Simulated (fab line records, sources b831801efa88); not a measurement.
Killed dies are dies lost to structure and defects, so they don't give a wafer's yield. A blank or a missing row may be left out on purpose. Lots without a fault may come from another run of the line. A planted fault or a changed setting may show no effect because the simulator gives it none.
A struck lot beside a sound one | flow sky130 | 33 steps out of a route of 708
Sound: wafers L360.1, L360.4, L360.5. Struck: wafers L352.3, L352.4, L352.6. The cause comes at the end.
At each step with rows: each side's tool, then ch and its chambers, then its first start. Under that, the readings that differ: sound wafers | struck wafers | difference of the means | sigmas: that difference in standard deviations of wafers without a fault.
alike: readings whose means differ by less than 2 such deviations, and words and numbers that are the same on both sides. not compared: withheld readings, readings that some wafer has no value for, bounds like >300 that may hide the same value, and numbers for which the record gives no deviation and whose values overlap.
The two part at a step that has a row with sigmas, a row that says differs or no value, or rows on one side only. Numbers that don't overlap but have no deviation are shown without sigmas and don't part them. A reading that every wafer of one side lacks parts them only if that side has two wafers or more.

first, 4 steps without rows for these wafers: SKY_LOCAL_INTERCONNECT_SOFTBAKE_07 (time 90 s); SKY_LOCAL_INTERCONNECT_EXPOSE_08 (exposes mask LI1M, target cd 170 nm); SKY_LOCAL_INTERCONNECT_PEB_09; SKY_LOCAL_INTERCONNECT_DEVELOP_10 (develop time 60 s).
SKY_LOCAL_INTERCONNECT_CD_MEAS_11: target cd 170 nm.
  sound on cd_sem-01, day 36 07:25; struck on cd_sem-01, day 33 20:10
  alike: cd_nm
SKY_LOCAL_INTERCONNECT_OVL_MEAS_12:
  sound on overlay-01, day 36 07:32; struck on overlay-02, day 33 20:16
  alike: LOCAL_INTERCONNECT_OVL
SKY_LOCAL_INTERCONNECT_ETCH_13: etches BARC in N2/H2, stops on SiO2, time 45.9 s, target depth 60 nm.
  sound on rie_metal-02 ch 0,1, day 36 07:34; struck on rie_metal-01 ch 0,1, day 33 20:18
  alike: drypump_motor_current_A, oes_product_au, throttle_valve_pct
  not compared: rf_hours_counter_h
then, 1 step without rows for these wafers: SKY_LOCAL_INTERCONNECT_METAL_ETCH_14 (etches TiN in Cl2/BCl3, stops on PSG, target depth 110 nm, time 31.4 s).
SKY_LOCAL_INTERCONNECT_STRIP_15: strips in O2/N2.
  sound on plasma_asher-03 ch 0,1, day 36 07:41; struck on plasma_asher-01 ch 0,1, day 33 20:26
  alike: drypump_motor_current_A, oes_product_au, strip_time_to_endpoint_s
  not compared: rf_hours_counter_h
then, 3 steps without rows for these wafers: SKY_LOCAL_INTERCONNECT_STRIP_16 (strips in post etch residue remover, time 1200 s); SKY_LOCAL_INTERCONNECT_CLEAN_17 (cleans in IPA, time 180 s); SKY_LOCAL_INTERCONNECT_CLEAN_18 (cleans in O3/DIW).
SKY_CONTACT_CVD_00: deposits Si3N4, target thk 75 nm.
  sound on pecvd-04 ch 2, day 36 08:18; struck on pecvd-03 ch 0,1, day 33 20:59
  alike: heater_power_outer_w, heater_power_w
SKY_CONTACT_THK_MEAS_01:
  sound on film_metro-03, day 36 08:21; struck on film_metro-04, day 33 21:02
  reading                 | sound          | struck         | difference | sigmas
  CONTACT_CVD_00_THK (nm) | 74.0 76.1 75.3 | 64.3 65.8 64.8 | -10.2      | -13
then, 1 step without rows for these wafers: SKY_CONTACT_HDPCVD_02 (deposits SiO2, target thk 565 nm, time 94.2 s).
SKY_CONTACT_THK_MEAS_03:
  sound on film_metro-04, day 36 08:29; struck on film_metro-04, day 33 21:10
  alike: CONTACT_HDPCVD_THK
then, 1 step without rows for these wafers: SKY_CONTACT_CMP_04 (polishes SiO2).
SKY_CONTACT_BOW_MEAS_05:
  sound on film_metro-03, day 36 08:50; struck on film_metro-02, day 33 21:33
  alike: CONTACT_BOW
then, 8 steps without rows for these wafers: SKY_CONTACT_DEHYDRATE_06 (time 60 s); SKY_CONTACT_HMDS_07 (prime time 60 s); SKY_CONTACT_COAT_08 (resist thk 60 nm); SKY_CONTACT_COAT_09 (resist thk 450 nm); SKY_CONTACT_SOFTBAKE_10 (time 90 s); SKY_CONTACT_EXPOSE_11 (exposes mask CTM1, target cd 170 nm); SKY_CONTACT_PEB_12; SKY_CONTACT_DEVELOP_13 (develop time 60 s).
SKY_CONTACT_CD_MEAS_14: target cd 170 nm.
  sound on cd_sem-01, day 37 11:22; struck on cd_sem-01, day 35 00:10
  alike: cd_nm
SKY_CONTACT_OVL_MEAS_15:
  sound on overlay-02, day 37 11:29; struck on overlay-01, day 35 00:15
  alike: CONTACT_OVL
SKY_CONTACT_ETCH_16: etches BARC in N2/H2, stops on SiO2, time 45.9 s, target depth 60 nm.
  sound on rie_diel-04 ch 0,1,3, day 37 11:31; struck on rie_diel-01 ch 1,2, day 35 00:16
  alike: drypump_motor_current_A, oes_product_au, throttle_valve_pct
  not compared: rf_hours_counter_h
SKY_CONTACT_ETCH_17: etches SiO2 in C4F8/O2/Ar, stops on Si3N4, target depth 340 nm.
  sound on rie_diel-04 ch 0,1,3, day 37 11:34; struck on rie_diel-01 ch 1,2, day 35 00:19
  alike: oes_product_au
SKY_CONTACT_ETCH_18: etches Si3N4 in CHF3/O2, stops on TiN, time 39 s, target depth 75 nm.
  sound on rie_diel-04 ch 0,1,3; struck on rie_diel-01 ch 1,2
  reading                | sound             | struck            | difference | sigmas
  oes_product_au (a.u.)  | 0.847 0.863 0.860 | 0.786 0.791 0.790 | -0.068     | -10
  throttle_valve_pct (%) | 8.815 8.791 8.807 | 8.764 8.781 8.786 | -0.027     | -3
  alike: drypump_motor_current_A
  not compared: rf_hours_counter_h
SKY_CONTACT_STRIP_19: strips in O2/N2.
  sound on plasma_asher-04 ch 0,1, day 37 11:39; struck on plasma_asher-01 ch 0,1, day 35 00:26
  reading                      | sound             | struck            | difference | sigmas
  strip_time_to_endpoint_s (s) | 3.621 3.663 3.660 | 3.573 3.596 3.598 | -0.059     | -2
  alike: drypump_motor_current_A, oes_product_au
  not compared: rf_hours_counter_h
-- the record jumps here: 13 days lie between the struck wafers' starts before and after (it left off in module CONTACT and takes up again in module PAD_OPEN, whose first step shown is number 708 of the route) --
SKY_PAD_OPEN_PROBE_99:
  sound on prober-01, day 50 00:38; struck on prober-02, day 48 07:08
  reading            | sound    | struck   | difference | sigmas
  killed_at_M0_to_M3 | 58 57 51 | 36 32 46 | -17        | -2
  killed_open        | 71 55 43 | 38 39 46 | -15        | -2
  alike: killed_at_M4_up, killed_at_contacts, killed_at_front_end, killed_at_other, killed_dies, killed_short

WHERE THEY PART
First at SKY_CONTACT_THK_MEAS_01; last, within this record, at SKY_PAD_OPEN_PROBE_99.

WHY: what the simulator had put in
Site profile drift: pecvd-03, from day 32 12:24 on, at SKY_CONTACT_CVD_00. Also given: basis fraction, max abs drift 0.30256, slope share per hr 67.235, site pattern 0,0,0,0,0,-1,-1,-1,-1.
